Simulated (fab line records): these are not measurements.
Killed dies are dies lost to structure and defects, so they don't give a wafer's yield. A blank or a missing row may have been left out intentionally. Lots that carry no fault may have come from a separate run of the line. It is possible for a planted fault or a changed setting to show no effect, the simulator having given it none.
fab line records    flow gf180mcu
[record] lots = 14  wafers = 40  last_day = 34
route steps=602 shown STI@3 SAB@264 CONTACT@309 M1@329
lots untouched by any fault: they come from a run of this same line in which no faults occurred
start_h: hours from the record's first day to the start of the lot's first wafer shown    wait_h: how many hours have passed since the lot's step before this one    " the same as in the row above    L1.1+2: one row covering several wafers at once    - value missing, or start not given    * or withheld: withheld    < > ~ a bound
route shown NAME@n: a module of which the file shows steps, and the number in the route of the first    usual: mean and standard deviation over wafers with no fault    same: alike in all rows    chamber/n: place in a boat    sites: per-site readings    _std_site: how widely they spread, as a standard deviation    _edge_site: inner sites' mean taken away from outer sites' mean    radius_mm: for every site, how far away it sits from the centre of the wafer    mask NAME#n: copy n    behind: the tool/chamber that last shaped the wafer    hold: the reason the lot was held/the length of the hold in hours/how it ended    device: the transistor (n, p or np) that didn't switch    end of line: at the end of the route, the tests of the same wafers    a step without rows: its recipe alone    killed: not the wafer's yield, but the dies lost to structure and defects at the first sort    map: the dies of a wafer, with x for killed, . for not killed, _ for no die there
set.NAME: the setting that was run; set.NAME@STEP: the one run at that earlier step    model.NAME: the simulator's own value behind a step, which no gauge read
a sample of lots followed through the steps of the route, with each step as a table and each wafer as a row
services: from which hour (start_h, from the record's first day; less than 0 if before it) a tool's chamber was out of use, for how many hours, and why
[[steps]]
[step GF_STI_THK_MEAS_02]
[recipe] reads = SiO2_of_STI_OXIDATION_01
[usual] STI_OXIDATION_THK = 9.91/0.21
lot.wafer  tool           chamber  start_h  wait_h  STI_OXIDATION_THK[nm]
L894.1     film_metro-02  -        11.51    0.0     10.16
L894.2     "              -        "        "       9.97
L894.4     "              -        "        "       10.01
L895.1     film_metro-03  -        16.60    0.0     9.89
L895.2     "              -        "        "       9.89
L895.3     "              -        "        "       9.87
L897.1     film_metro-03  -        26.51    0.0     10.08
L897.3     "              -        "        "       10.08
L897.4     "              -        "        "       10.17
L899.4     film_metro-03  -        36.54    0.0     9.89
L899.5     "              -        "        "       9.94
L899.6     "              -        "        "       10.13
L900.2     film_metro-02  -        41.52    0.0     9.75
L900.6     "              -        "        "       9.79
L901.2     film_metro-02  -        47.12    0.0     9.74
L901.5     "              -        "        "       9.82
L908.2     film_metro-03  -        82.46    0.0     9.97
L908.3     "              -        "        "       9.81
L908.4     "              -        "        "       9.92
L910.1     film_metro-04  -        92.55    0.0     9.80
L910.2     "              -        "        "       9.91
L910.3     "              -        "        "       9.83
L911.1     film_metro-04  -        96.51    0.0     9.79
L911.3     "              -        "        "       9.53
L911.5     "              -        "        "       9.70
L912.1     film_metro-04  -        101.51   0.0     10.06
L912.5     "              -        "        "       10.12
L912.6     "              -        "        "       10.00
L913.1     film_metro-04  -        106.51   0.0     10.11
L913.3     "              -        "        "       10.28
L913.5     "              -        "        "       10.23
L914.1     film_metro-04  -        111.95   0.0     9.69
L914.3     "              -        "        "       9.79
L914.5     "              -        "        "       9.88
L915.2     film_metro-03  -        116.57   0.0     9.88
L915.3     "              -        "        "       9.80
L915.4     "              -        "        "       9.79
L916.2     film_metro-03  -        122.21   0.0     9.96
L916.4     "              -        "        "       9.82
L916.5     "              -        "        "       9.90
[step GF_SAB_CVD_00]
[recipe] material = SiO2  target_thk_nm = 50  precursor = TEOS  temp_c = 400  time_s = 4.9302  rf_w = 600
[usual] heater_power_w = 641/97
lot.wafer  tool      chamber  start_h  wait_h  heater_power_w
L894.1     pecvd-02  2        316.57   0.1     478
L894.2     "         0        "        "       616
L894.4     "         0        "        "       623
L895.1     pecvd-03  1        322.99   0.1     567
L895.2     "         2        "        "       611
L895.3     "         0        "        "       612
L897.1     pecvd-02  1        343.31   0.1     732
L897.3     "         2        "        "       482
L897.4     "         0        "        "       631
L899.4     pecvd-02  0        362.71   0.0     520
L899.5     "         2        "        "       483
L899.6     "         1        "        "       625
L900.2     pecvd-02  1        372.43   0.1     700
L900.6     "         0        "        "       552
L901.2     pecvd-02  2        381.42   0.1     519
L901.5     "         1        "        "       619
L908.2     pecvd-02  2        439.58   0.1     572
L908.3     "         0        "        "       642
L908.4     "         1        "        "       620
L910.1     pecvd-03  2        457.61   0.1     782
L910.2     "         0        "        "       576
L910.3     "         1        "        "       704
L911.1     pecvd-02  0        463.01   0.1     599
L911.3     "         1        "        "       694
L911.5     "         1        "        "       709
L912.1     pecvd-04  2        471.66   0.1     765
L912.5     "         2        "        "       783
L912.6     "         0        "        "       538
L913.1     pecvd-03  0        478.43   0.1     526
L913.3     "         1        "        "       640
L913.5     "         1        "        "       658
L914.1     pecvd-04  1        490.16   0.1     768
L914.3     "         0        "        "       579
L914.5     "         1        "        "       785
L915.2     pecvd-04  2        496.21   0.1     784
L915.3     "         0        "        "       597
L915.4     "         0        "        "       580
L916.2     pecvd-04  1        502.29   0.1     802
L916.4     "         0        "        "       500
L916.5     "         2        "        "       747
[step GF_SAB_THK_MEAS_01]
[recipe] reads = SiO2_of_SAB_CVD_00
[usual] SAB_CVD_00_THK = 49.9/0.64
lot.wafer  tool           chamber  start_h  wait_h  SAB_CVD_00_THK[nm]
L894.1     film_metro-02  -        316.58   0.0     49.6
L894.2     "              -        "        "       50.0
L894.4     "              -        "        "       51.0
L895.1     film_metro-02  -        323.01   0.0     48.4
L895.2     "              -        "        "       48.8
L895.3     "              -        "        "       48.7
L897.1     film_metro-02  -        343.33   0.0     50.1
L897.3     "              -        "        "       49.9
L897.4     "              -        "        "       50.5
L899.4     film_metro-04  -        362.75   0.0     50.9
L899.5     "              -        "        "       47.1
L899.6     "              -        "        "       50.7
L900.2     film_metro-03  -        372.45   0.0     47.5
L900.6     "              -        "        "       50.3
L901.2     film_metro-03  -        381.45   0.0     46.9
L901.5     "              -        "        "       48.8
L908.2     film_metro-04  -        439.61   0.0     49.6
L908.3     "              -        "        "       50.1
L908.4     "              -        "        "       50.8
L910.1     film_metro-02  -        457.63   0.0     50.0
L910.2     "              -        "        "       49.8
L910.3     "              -        "        "       49.6
L911.1     film_metro-03  -        463.03   0.0     50.1
L911.3     "              -        "        "       50.7
L911.5     "              -        "        "       50.3
L912.1     film_metro-02  -        471.68   0.0     48.9
L912.5     "              -        "        "       49.2
L912.6     "              -        "        "       49.9
L913.1     film_metro-04  -        478.45   0.0     49.3
L913.3     "              -        "        "       50.1
L913.5     "              -        "        "       50.5
L914.1     film_metro-04  -        490.18   0.0     49.5
L914.3     "              -        "        "       49.7
L914.5     "              -        "        "       50.8
L915.2     film_metro-02  -        496.24   0.0     49.0
L915.3     "              -        "        "       49.4
L915.4     "              -        "        "       49.8
L916.2     film_metro-03  -        502.32   0.0     49.6
L916.4     "              -        "        "       50.5
L916.5     "              -        "        "       50.0
[step GF_CONTACT_SPUTTER_22]
[recipe] material = Ti  target_thk_nm = 15  chamber_pressure_pa = 5  power_w = 2500  substrate_temp_c = 200  time_s = 80.02
[usual] substrate_temp_c = 200.01/0.15  throttle_valve_pct = 29.8/1.3
lot.wafer  tool            chamber  start_h  wait_h  substrate_temp_c  throttle_valve_pct
L894.1     pvd_sputter-01  -        361.84   0.0     199.94            30.1
L894.2     "               -        "        "       199.78            31.5
L894.4     "               -        "        "       200.04            29.5
L895.1     pvd_sputter-02  -        368.58   0.0     200.23            30.5
L895.2     "               -        "        "       199.95            29.7
L895.3     "               -        "        "       199.56            30.5
L897.1     pvd_sputter-02  -        390.47   0.0     200.02            29.7
L897.3     "               -        "        "       199.79            29.7
L897.4     "               -        "        "       199.89            30.3
L899.4     pvd_sputter-01  -        410.06   0.0     199.94            30.0
L899.5     "               -        "        "       199.99            27.7
L899.6     "               -        "        "       200.05            31.8
L900.2     pvd_sputter-04  -        420.72   0.0     200.17            28.1
L900.6     "               -        "        "       200.14            29.2
L901.2     pvd_sputter-02  -        430.81   0.0     200.12            30.5
L901.5     "               -        "        "       199.74            29.9
L908.2     pvd_sputter-04  -        490.23   0.0     199.94            31.5
L908.3     "               -        "        "       199.83            27.9
L908.4     "               -        "        "       200.08            29.1
L910.1     pvd_sputter-02  -        507.62   0.0     200.10            29.4
L910.2     "               -        "        "       199.95            30.5
L910.3     "               -        "        "       199.84            30.7
L911.1     pvd_sputter-01  -        512.73   0.0     199.93            31.8
L911.3     "               -        "        "       200.07            27.9
L911.5     "               -        "        "       199.90            30.1
L912.1     pvd_sputter-01  -        520.89   0.0     199.96            27.8
L912.5     "               -        "        "       199.90            31.8
L912.6     "               -        "        "       199.79            30.0
L913.1     pvd_sputter-01  -        527.54   0.0     200.19            27.7
L913.3     "               -        "        "       199.89            29.5
L913.5     "               -        "        "       199.96            31.9
L914.1     pvd_sputter-01  -        537.83   0.0     200.06            28.0
L914.3     "               -        "        "       199.68            31.9
L914.5     "               -        "        "       199.78            27.9
L915.2     pvd_sputter-02  -        543.91   0.0     200.10            29.5
L915.3     "               -        "        "       199.76            29.7
L915.4     "               -        "        "       200.21            30.3
L916.2     pvd_sputter-04  -        550.17   0.0     199.77            28.2
L916.4     "               -        "        "       200.15            31.3
L916.5     "               -        "        "       199.90            28.9
[step GF_M1_CD_MEAS_14]
[recipe] target_cd_nm = 230
[usual] cd_nm = 229.8/1.2
lot.wafer  tool       chamber  start_h  wait_h  cd_nm
L894.1     cd_sem-01  -        384.84   0.1     229.3
L894.2     "          -        "        "       230.2
L894.4     "          -        "        "       230.8
L895.1     cd_sem-02  -        392.29   0.1     229.6
L895.2     "          -        "        "       228.7
L895.3     "          -        "        "       230.1
L897.1     cd_sem-01  -        415.32   0.1     228.4
L897.3     "          -        "        "       227.5
L897.4     "          -        "        "       228.9
L899.4     cd_sem-02  -        434.49   0.1     229.4
L899.5     "          -        "        "       229.4
L899.6     "          -        "        "       230.5
L900.2     cd_sem-02  -        445.84   0.1     229.5
L900.6     "          -        "        "       228.5
L901.2     cd_sem-02  -        456.49   0.1     229.7
L901.5     "          -        "        "       229.8
L908.2     cd_sem-02  -        514.55   0.1     229.8
L908.3     "          -        "        "       229.5
L908.4     "          -        "        "       228.7
L910.1     cd_sem-01  -        531.68   0.1     229.0
L910.2     "          -        "        "       228.7
L910.3     "          -        "        "       229.9
L911.1     cd_sem-02  -        536.74   0.1     229.2
L911.3     "          -        "        "       230.5
L911.5     "          -        "        "       230.2
L912.1     cd_sem-02  -        544.47   0.1     230.9
L912.5     "          -        "        "       231.0
L912.6     "          -        "        "       230.9
L913.1     cd_sem-02  -        551.33   0.1     231.1
L913.3     "          -        "        "       232.3
L913.5     "          -        "        "       231.6
L914.1     cd_sem-01  -        561.13   0.1     228.6
L914.3     "          -        "        "       228.2
L914.5     "          -        "        "       227.5
L915.2     cd_sem-02  -        566.85   0.1     229.7
L915.3     "          -        "        "       228.1
L915.4     "          -        "        "       229.5
L916.2     cd_sem-01  -        572.91   0.1     229.3
L916.4     "          -        "        "       228.8
L916.5     "          -        "        "       229.8
[[services]]
tool            chamber  start_h  hours  kind
pecvd-04        0        338.98   11.5   repair
pecvd-03        -        368.88   14.0   pm
pecvd-03        0        368.88   14.0   vent_cycle
pecvd-03        1        368.88   14.0   vent_cycle
pecvd-03        2        368.88   14.0   vent_cycle
pecvd-03        0        382.88   -      clean
pecvd-03        1        382.88   -      clean
pecvd-03        2        382.88   -      clean
pecvd-02        -        384.66   0.9    repair
pecvd-03        -        384.75   28.1   pm
pvd_sputter-04  3        410.86   -      consumable_replace:kit
pvd_sputter-04  3        410.86   18.0   scheduled_down
pvd_sputter-04  3        410.86   18.0   vent_cycle
pecvd-04        -        411.68   6.0    pm
pecvd-03        -        412.85   2.8    pm
pecvd-03        -        438.52   4.3    repair
pvd_sputter-02  -        510.40   4.8    repair
pvd_sputter-01  -        510.79   1.6    repair
pvd_sputter-01  2        520.99   -      consumable_replace:kit
pvd_sputter-01  2        520.99   18.0   scheduled_down
pvd_sputter-01  2        520.99   18.0   vent_cycle
pvd_sputter-04  -        532.45   3.6    repair
pecvd-03        1        541.78   2.7    repair
[[key]]
[first_sign] step = GF_SAB_THK_MEAS_01  reading = SAB_CVD_00_THK  direction = down  sigmas = 3.7  usual = 49.9  struck = 47.6
effect none on later readings
met_at GF_SAB_CVD_00
struck_lots L899,L900,L901
struck_wafers L899.5,L900.2,L901.2,L901.5
tester_left_out L899,L900,L901
not_acting_at GF_STI_THK_MEAS_02,GF_CONTACT_SPUTTER_22,GF_M1_CD_MEAS_14
onset_between 343.31 362.71
[fault] kind = process_parameter_drift  tool = pecvd-02  chamber = -  onset_h = 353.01  steps = GF_SAB_CVD_00  channel = time_s  offset = *  shape = step  end_h = 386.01  scope = struck_wafers_only  acts_in = *  stated = *
// tester_left_out: of these lots the tester's yield and bins aren't shown, on N5 and GAA mostly nor the transistor test; their killed dies are dies lost to structure and defects alone, not to doping, threshold or leakage, so they don't give the yield
